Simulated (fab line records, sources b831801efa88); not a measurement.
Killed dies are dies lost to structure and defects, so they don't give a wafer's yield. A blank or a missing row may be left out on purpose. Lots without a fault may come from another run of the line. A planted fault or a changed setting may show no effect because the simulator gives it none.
Chamber matching | flow sky130 | SKY_VIA3_CMP_24 on cmp-01: 4 sister chambers
The step polishes, stops on SiO2, t overpolish 20 s, target thk 0 nm. 8 wafers are shown with their chamber, then 7 later ones without.

WAFERS WITH THEIR CHAMBER
wafer  | chamber | motor_current_A (A)
L363.1 | 2       | 10.5
L363.2 | 1       | 8.4
L363.5 | 0       | 11.3
L366.1 | 3       | 11.1
L366.2 | 1       | 9.0
L366.4 | 2       | 10.0
L367.3 | 0       | 12.0
L367.4 | 3       | 11.5

WAFERS WITHOUT THEIR CHAMBER
wafer  | motor_current_A (A)
L367.6 | 11.8
L368.1 | 11.2
L368.4 | 12.7
L368.6 | 11.5
L376.1 | 11.7
L376.2 | 9.0
L376.3 | 10.0

WHICH CHAMBER EACH WENT THROUGH
wafer  | from the rows above     | in truth
L367.6 | can't be placed: 0 or 3 | 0
L368.1 | can't be placed: 3 or 0 | 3
L368.4 | can't be placed: 0 or 3 | 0
L368.6 | can't be placed: 0 or 3 | 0
L376.1 | can't be placed: 0 or 3 | 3
L376.2 | 1                       | 1
L376.3 | 2                       | 2
Placed correctly: 2 of 7. Can't be placed from these rows: 5 (the true chamber is among the candidates in 5). Placed wrongly: 0.
How it was worked out, from the rows above alone: a wafer's distance from a chamber is the root of the sum, over the readings, of the square of ((its reading less the chamber's mean) divided by the reading's scatter). The wafer belongs to the nearest chamber; if the next one is less than 2 further off, it can't be placed. A chamber's mean is the mean of its shown wafers. The scatter: the root of (the sum of the squares of (reading less its chamber's mean) over the shown wafers, divided by (wafers less chambers)).
